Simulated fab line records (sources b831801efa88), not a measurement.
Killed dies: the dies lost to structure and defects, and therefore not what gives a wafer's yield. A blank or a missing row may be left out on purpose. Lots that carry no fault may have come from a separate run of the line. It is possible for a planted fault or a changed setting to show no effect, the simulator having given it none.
fab line records -- flow sky130
record: lots: 11, wafers: 33, last-day: 49
route steps=708 shown VT_ADJUST_LVTN@115 VT_ADJUST_HVTR@140 METAL1@452
lots that met no fault: from a run of the same line without faults
start-h: hours from the record's opening day to when the first of the lot's shown wafers began -- wait-h: time in hours since the lot's previous step -- " same as the row above -- L1.1+2: several wafers, shown together as one row -- - no value present, or no start provided -- * or withheld: withheld -- < > ~ a bound
route shown NAME@n: names a module that has steps shown in the file, with the first one's number in the route -- usual: the fault-free wafers' mean and standard deviation -- same: alike in all rows -- chamber/n: place in a boat -- sites: per-site readings -- _std_site: the standard deviation of these -- _edge_site: mean of outer sites minus mean of inner sites -- radius-mm: for every site, how far away it sits from the centre of the wafer -- mask NAME#n: copy n -- behind: the last tool/chamber to shape the wafer -- hold: the reason the lot was held/the length of the hold in hours/how it ended -- device: the transistor (n, p or np) that didn't switch -- end of line: at the end of the route, the tests of the same wafers -- a step without rows: its recipe alone -- killed: count of dies lost to structure and defects at first sort (not the wafer's yield) -- map: dies across one wafer; x = killed, . = not, _ = none there
set.NAME: the run value of the setting; set.NAME@STEP: its run value at that earlier step -- model.NAME: the simulator's own value behind a step, which no gauge read
steps of the route over a sample of lots; a table a step, a row a wafer
services: a tool's chamber out of use, with start hour (start-h, from the record's first day; less than 0 if before it), hours out, and reason
== steps ==
step: SKY_VT_ADJUST_LVTN_OVL_MEAS_18
usual: VT_ADJUST_LVTN_01_OVL: -1.0/1.1
lot.wafer,tool,chamber,start-h,wait-h,VT_ADJUST_LVTN_01_OVL[nm]
L997.2,overlay-02,-,169.07,0.1,-0.1
L997.3,overlay-02,-,169.07,0.1,-1.5
L997.5,overlay-02,-,169.07,0.1,-1.2
L998.2,overlay-01,-,177.74,0.1,-1.2
L998.4,overlay-01,-,177.74,0.1,-1.8
L998.6,overlay-01,-,177.74,0.1,-1.9
L100.2,overlay-02,-,186.69,0.1,-1.3
L100.4,overlay-02,-,186.69,0.1,-0.1
L100.6,overlay-02,-,186.69,0.1,-0.9
L101.2,overlay-01,-,190.09,0.1,-1.2
L101.4,overlay-01,-,190.09,0.1,-0.9
L101.5,overlay-01,-,190.09,0.1,-0.7
L104.1,overlay-01,-,209.89,0.1,-2.1
L104.2,overlay-01,-,209.89,0.1,-1.8
L104.5,overlay-01,-,209.89,0.1,-1.6
L105.1,overlay-02,-,213.93,0.1,-1.4
L105.2,overlay-02,-,213.93,0.1,-2.7
L105.4,overlay-02,-,213.93,0.1,-2.4
L106.1,overlay-01,-,226.08,0.1,-0.3
L106.3,overlay-01,-,226.08,0.1,0.9
L106.5,overlay-01,-,226.08,0.1,0.5
L108.2,overlay-01,-,240.94,0.1,0.0
L108.5,overlay-01,-,240.94,0.1,0.2
L108.6,overlay-01,-,240.94,0.1,0.8
L110.1,overlay-02,-,252.53,0.1,-1.1
L110.4,overlay-02,-,252.53,0.1,-1.6
L110.6,overlay-02,-,252.53,0.1,-2.7
L112.1,overlay-02,-,270.99,0.1,-0.4
L112.2,overlay-02,-,270.99,0.1,-0.3
L112.6,overlay-02,-,270.99,0.1,-0.6
L118.1,overlay-01,-,309.33,0.1,-0.6
L118.3,overlay-01,-,309.33,0.1,0.0
L118.5,overlay-01,-,309.33,0.1,0.6
step: SKY_VT_ADJUST_HVTR_IMPLANT_09
recipe: species: B, energy-kev: 10, dose-cm2: 2.1e+12, tilt-deg: withheld
usual: beam-on-s: 9.99/0.2, end-station-pressure-torr: 5.01e-06/2.3e-07, faraday-current-uA: 11.85/0.23
same: implant-ion-amu: 11
lot.wafer,tool,chamber,start-h,wait-h,beam-on-s,end-station-pressure-torr,faraday-current-uA
L997.2,implanter-01,0,209.17,0.0,10.19,5.22e-06,11.68
L997.3,implanter-01,0,209.17,0.0,9.82,5.18e-06,12.05
L997.5,implanter-01,0,209.17,0.0,9.77,4.93e-06,12.15
L998.2,implanter-01,0,218.27,0.0,9.54,4.92e-06,12.42
L998.4,implanter-01,0,218.27,0.0,9.88,4.8e-06,11.95
L998.6,implanter-01,0,218.27,0.0,9.77,5e-06,12.16
L100.2,implanter-01,0,228.46,0.0,9.96,5.27e-06,11.90
L100.4,implanter-01,0,228.46,0.0,9.84,5.24e-06,12.05
L100.6,implanter-01,0,228.46,0.0,10.05,5.15e-06,11.73
L101.2,implanter-04,0,232.60,0.0,9.90,4.97e-06,11.93
L101.4,implanter-04,0,232.60,0.0,9.98,5.58e-06,11.76
L101.5,implanter-04,0,232.60,0.0,10.06,5.02e-06,11.76
L104.1,implanter-04,0,254.39,0.0,9.65,5.26e-06,12.22
L104.2,implanter-04,0,254.39,0.0,9.91,4.37e-06,12.00
L104.5,implanter-04,0,254.39,0.0,9.77,5.12e-06,12.13
L105.1,implanter-04,0,259.04,0.0,10.11,4.95e-06,11.70
L105.2,implanter-04,0,259.04,0.0,10.15,5.36e-06,11.61
L105.4,implanter-04,0,259.04,0.0,10.03,4.77e-06,11.83
L106.1,implanter-01,0,272.02,0.0,9.97,5.01e-06,11.90
L106.3,implanter-01,0,272.02,0.0,10.06,4.62e-06,11.74
L106.5,implanter-01,0,272.02,0.0,10.23,4.48e-06,11.60
L108.2,implanter-04,0,288.77,0.0,10.26,5.09e-06,11.58
L108.5,implanter-04,0,288.77,0.0,9.93,4.84e-06,11.89
L108.6,implanter-04,0,288.77,0.0,10.18,5.14e-06,11.66
L110.1,implanter-01,0,302.52,0.0,10.86,5.895e-05,10.52
L110.4,implanter-01,0,302.52,0.0,10.86,5.683e-05,10.51
L110.6,implanter-01,0,302.52,0.0,10.80,5.999e-05,10.57
L112.1,implanter-01,0,321.29,0.0,11.02,6.193e-05,10.35
L112.2,implanter-01,0,321.29,0.0,10.62,6.156e-05,10.73
L112.6,implanter-01,0,321.29,0.0,10.46,6.317e-05,10.94
L118.1,implanter-03,0,364.19,0.0,9.99,5.23e-06,11.81
L118.3,implanter-03,0,364.19,0.0,9.88,5.09e-06,12.03
L118.5,implanter-03,0,364.19,0.0,9.83,4.81e-06,11.99
step: SKY_VT_ADJUST_HVTR_TW_MEAS_11
usual: VT_ADJUST_HVTR_TW: 209.6/2.5
lot.wafer,tool,chamber,start-h,wait-h,hold,VT_ADJUST_HVTR_TW
L997.2,film-metro-02,-,209.41,0.1,-,208.2
L997.3,film-metro-02,-,209.41,0.1,-,208.5
L997.5,film-metro-02,-,209.41,0.1,-,208.5
L998.2,film-metro-01,-,218.51,0.1,-,208.4
L998.4,film-metro-01,-,218.51,0.1,-,208.2
L998.6,film-metro-01,-,218.51,0.1,-,207.4
L100.2,film-metro-02,-,228.70,0.1,-,209.1
L100.4,film-metro-02,-,228.70,0.1,-,207.9
L100.6,film-metro-02,-,228.70,0.1,-,209.1
L101.2,film-metro-01,-,232.83,0.1,-,207.9
L101.4,film-metro-01,-,232.83,0.1,-,207.8
L101.5,film-metro-01,-,232.83,0.1,-,209.2
L104.1,film-metro-02,-,254.64,0.1,-,210.2
L104.2,film-metro-02,-,254.64,0.1,-,210.4
L104.5,film-metro-02,-,254.64,0.1,-,208.4
L105.1,film-metro-01,-,259.29,0.1,-,209.7
L105.2,film-metro-01,-,259.29,0.1,-,209.5
L105.4,film-metro-01,-,259.29,0.1,-,209.7
L106.1,film-metro-01,-,272.27,0.1,-,208.6
L106.3,film-metro-01,-,272.27,0.1,-,208.1
L106.5,film-metro-01,-,272.27,0.1,-,208.2
L108.2,film-metro-02,-,289.01,0.1,-,208.7
L108.5,film-metro-02,-,289.01,0.1,-,208.2
L108.6,film-metro-02,-,289.01,0.1,-,207.9
L110.1,film-metro-01,-,302.77,0.1,-,212.1
L110.4,film-metro-01,-,302.77,0.1,-,213.2
L110.6,film-metro-01,-,302.77,0.1,-,213.7
L112.1,film-metro-04,-,321.54,0.1,await-dispo/0.2h/release,219.5
L112.2,film-metro-04,-,321.54,0.1,await-dispo/0.2h/release,219.2
L112.6,film-metro-04,-,321.54,0.1,await-dispo/0.2h/release,220.2
L112.1,film-metro-04,-,321.76,0.2,-,219.3
L112.2,film-metro-04,-,321.76,0.2,-,219.0
L112.6,film-metro-04,-,321.76,0.2,-,219.2
L118.1,film-metro-04,-,364.44,0.1,-,216.0
L118.3,film-metro-04,-,364.44,0.1,-,215.9
L118.5,film-metro-04,-,364.44,0.1,-,215.2
step: SKY_METAL1_ETCH_18
recipe: chemistry: N2/H2, target: BARC, ion-energy-ev: 200, bias-w: 100, pressure-mtorr: 30, n2-flow-sccm: 100, h2-flow-sccm: 200, icp-w: 500, stop-on: SiO2, time-s: 45.9, target-depth-a: 600
usual: drypump-motor-current-A: 5.5/0.59, n2-flow-sccm: 99.98/0.29, oes-product-au: 0.854/0.0049, throttle-valve-pct: 13.226/0.0089
lot.wafer,tool,chamber,start-h,wait-h,drypump-motor-current-A,n2-flow-sccm,oes-product-au,rf-hours-counter-h,throttle-valve-pct
L997.2,rie-metal-02,0,762.55,0.0,5.2,99.95,0.864,5,13.218
L997.3,rie-metal-02,1,762.55,0.0,4.8,100.32,0.852,-,13.207
L997.5,rie-metal-02,1,762.55,0.0,4.8,100.43,0.860,-,13.236
L998.2,rie-metal-03,0,776.40,0.0,5.4,99.94,0.847,13,13.227
L998.4,rie-metal-03,1,776.40,0.0,6.7,100.17,0.855,-,13.232
L998.6,rie-metal-03,0,776.40,0.0,5.4,99.85,0.857,-,13.223
L101.2,rie-metal-02,0,788.33,0.0,5.2,100.06,0.855,6,13.227
L101.4,rie-metal-02,1,788.33,0.0,4.8,100.15,0.844,-,13.228
L101.5,rie-metal-02,1,788.33,0.0,4.8,100.32,0.856,-,13.242
L100.2,rie-metal-02,1,791.96,0.0,4.8,99.98,0.852,12,13.222
L100.4,rie-metal-02,0,791.96,0.0,5.2,100.00,0.846,-,13.235
L100.6,rie-metal-02,1,791.96,0.0,4.8,99.91,0.855,-,13.238
L104.1,rie-metal-02,0,819.55,0.0,5.2,100.43,0.855,7,13.223
L104.2,rie-metal-02,1,819.55,0.0,4.8,99.69,0.857,13,13.217
L104.5,rie-metal-02,1,819.55,0.0,4.8,99.69,0.846,-,13.236
L105.1,rie-metal-04,1,824.47,0.0,6.0,100.08,0.852,7,13.211
L105.2,rie-metal-04,0,824.47,0.0,5.4,100.24,0.863,4,13.239
L105.4,rie-metal-04,1,824.47,0.0,6.0,99.77,0.850,-,13.234
L106.1,rie-metal-02,1,839.50,0.0,4.8,99.83,0.854,14,13.234
L106.3,rie-metal-02,1,839.50,0.0,4.8,100.09,0.857,-,13.232
L106.5,rie-metal-02,0,839.50,0.0,5.2,100.25,0.863,-,13.229
L108.2,rie-metal-03,1,854.12,0.0,6.7,99.79,0.851,4,13.216
L108.5,rie-metal-03,1,854.12,0.0,6.7,100.18,0.854,-,13.232
L108.6,rie-metal-03,0,854.12,0.0,5.4,99.81,0.856,-,13.227
L110.1,rie-metal-02,0,868.97,0.0,5.2,99.85,0.851,9,13.235
L110.4,rie-metal-02,0,868.97,0.0,5.2,99.97,0.863,-,13.229
L110.6,rie-metal-02,0,868.97,0.0,5.2,99.79,0.859,-,13.221
L112.1,rie-metal-04,1,889.15,0.0,6.0,99.76,0.859,10,13.215
L112.2,rie-metal-04,0,889.15,0.0,5.4,99.97,0.855,7,13.223
L112.6,rie-metal-04,1,889.15,0.0,6.0,100.14,0.854,-,13.216
L118.1,rie-metal-02,1,917.62,0.0,4.8,100.09,0.859,0,13.240
L118.3,rie-metal-02,1,917.62,0.0,4.8,100.13,0.863,-,13.212
L118.5,rie-metal-02,0,917.62,0.0,5.2,100.46,0.850,-,13.225
step: SKY_METAL1_METAL_ETCH_19
recipe: target-depth-a: 3600, stop-on: SiO2, over-etch-frac: 0.3, time-s: 78, chemistry: Cl2/BCl3, resist-sidewall-deg: 88, pressure-mtorr: 10, icp-w: 900, bias-w: 48.5, Cl2_flow_sccm: 60, bcl3-flow-sccm: 30
usual: drypump-motor-current-A: 5.4/0.6, oes-product-au: 0.855/0.0068, throttle-valve-pct: 22.264/0.0084
lot.wafer,tool,chamber,start-h,wait-h,drypump-motor-current-A,oes-product-au,rf-hours-counter-h,throttle-valve-pct
L997.2,rie-metal-02,0,762.62,0.0,5.2,0.849,5,22.262
L997.3,rie-metal-02,1,762.62,0.0,4.8,0.852,-,22.277
L997.5,rie-metal-02,1,762.62,0.0,4.8,0.860,-,22.253
L998.2,rie-metal-03,0,776.47,0.0,5.4,0.842,13,22.267
L998.4,rie-metal-03,1,776.47,0.0,6.7,0.864,-,22.267
L998.6,rie-metal-03,0,776.47,0.0,5.4,0.867,-,22.255
L101.2,rie-metal-02,0,788.42,0.1,5.2,0.860,6,22.275
L101.4,rie-metal-02,1,788.42,0.1,4.8,0.855,-,22.264
L101.5,rie-metal-02,1,788.42,0.1,4.8,0.862,-,22.251
L100.2,rie-metal-02,1,792.05,0.1,4.8,0.848,12,22.267
L100.4,rie-metal-02,0,792.05,0.1,5.2,0.859,-,22.265
L100.6,rie-metal-02,1,792.05,0.1,4.8,0.851,-,22.270
L104.1,rie-metal-02,0,819.62,0.0,5.2,0.855,7,22.258
L104.2,rie-metal-02,1,819.62,0.0,4.8,0.862,13,22.254
L104.5,rie-metal-02,1,819.62,0.0,4.8,0.850,-,22.267
L105.1,rie-metal-04,1,824.53,0.0,6.0,0.850,7,22.270
L105.2,rie-metal-04,0,824.53,0.0,5.4,0.842,4,22.269
L105.4,rie-metal-04,1,824.53,0.0,6.0,0.850,-,22.253
L106.1,rie-metal-02,1,839.57,0.0,4.8,0.859,14,22.270
L106.3,rie-metal-02,1,839.57,0.0,4.8,0.856,-,22.267
L106.5,rie-metal-02,0,839.57,0.0,5.2,0.860,-,22.255
L108.2,rie-metal-03,1,854.18,0.0,6.7,0.855,4,22.270
L108.5,rie-metal-03,1,854.18,0.0,6.7,0.865,-,22.263
L108.6,rie-metal-03,0,854.18,0.0,5.4,0.861,-,22.261
L110.1,rie-metal-02,0,869.03,0.0,5.2,0.859,9,22.258
L110.4,rie-metal-02,0,869.03,0.0,5.2,0.857,-,22.260
L110.6,rie-metal-02,0,869.03,0.0,5.2,0.856,-,22.280
L112.1,rie-metal-04,1,889.22,0.0,6.0,0.855,10,22.262
L112.2,rie-metal-04,0,889.22,0.0,5.4,0.866,7,22.278
L112.6,rie-metal-04,1,889.22,0.0,6.0,0.860,-,22.272
L118.1,rie-metal-02,1,917.68,0.0,4.8,0.846,0,22.260
L118.3,rie-metal-02,1,917.68,0.0,4.8,0.847,-,22.262
L118.5,rie-metal-02,0,917.68,0.0,5.2,0.869,-,22.264
== services ==
tool,chamber,start-h,hours,kind
implanter-04,-,185.53,2.8,pm
implanter-01,-,190.04,9.4,repair
implanter-04,-,222.41,1.9,repair
implanter-04,-,250.68,0.5,repair
rie-metal-02,-,269.73,2.8,pm
implanter-01,-,278.97,2.2,repair
implanter-04,-,280.62,6.1,repair
implanter-04,-,302.75,0.8,repair
implanter-04,-,326.58,2.3,repair
rie-metal-04,-,336.59,1.5,repair
implanter-04,-,403.66,1.2,repair
rie-metal-04,1,437.08,28.4,repair
rie-metal-04,0,442.59,7.0,repair
rie-metal-02,1,451.81,23.7,repair
rie-metal-04,-,459.10,2.8,pm
implanter-01,-,476.79,1.8,repair
implanter-04,-,481.46,4.1,pm
implanter-01,-,496.41,213.8,pm
rie-metal-03,-,498.87,2.8,pm
rie-metal-03,0,638.29,1.7,repair
implanter-01,-,710.19,2.7,pm
rie-metal-02,-,734.83,0.6,repair
implanter-01,-,738.79,2.6,repair
implanter-01,-,760.81,7.3,repair
== key ==
first-sign: step: SKY_VT_ADJUST_HVTR_IMPLANT_09, reading: end-station-pressure-torr, direction: up, sigmas: 99+, usual: 5.01e-06, struck: 6.04e-05
effect: step: SKY_VT_ADJUST_HVTR_IMPLANT_09, reading: faraday-current-uA, direction: down, sigmas: 5.4, usual: 11.85, struck: 10.61
effect: step: SKY_VT_ADJUST_HVTR_TW_MEAS_11, reading: visit, direction: added
met-at SKY_VT_ADJUST_HVTR_IMPLANT_09
struck-lots L110,L112
tester-left-out L110,L112
not-acting-at SKY_VT_ADJUST_LVTN_OVL_MEAS_18,SKY_METAL1_ETCH_18,SKY_METAL1_METAL_ETCH_19
onset-between 272.02 302.52
fault: kind: process-parameter-drift, tool: implanter-01, chamber: -, onset-h: 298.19, steps: SKY_VT_ADJUST_HVTR_IMPLANT_09, channel: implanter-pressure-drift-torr, offset: 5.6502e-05, shape: step, end-h: 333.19
fault: kind: process-parameter-drift, tool: implanter-01, chamber: -, onset-h: 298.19, steps: SKY_VT_ADJUST_HVTR_IMPLANT_09, channel: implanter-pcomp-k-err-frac, offset: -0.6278, shape: step, end-h: 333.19
tester-left-out: of these lots the tester's yield and bins aren't shown, on N5 and GAA mostly nor the transistor test; their killed dies are dies lost to structure and defects alone, not to doping, threshold or leakage, so they don't give the yield
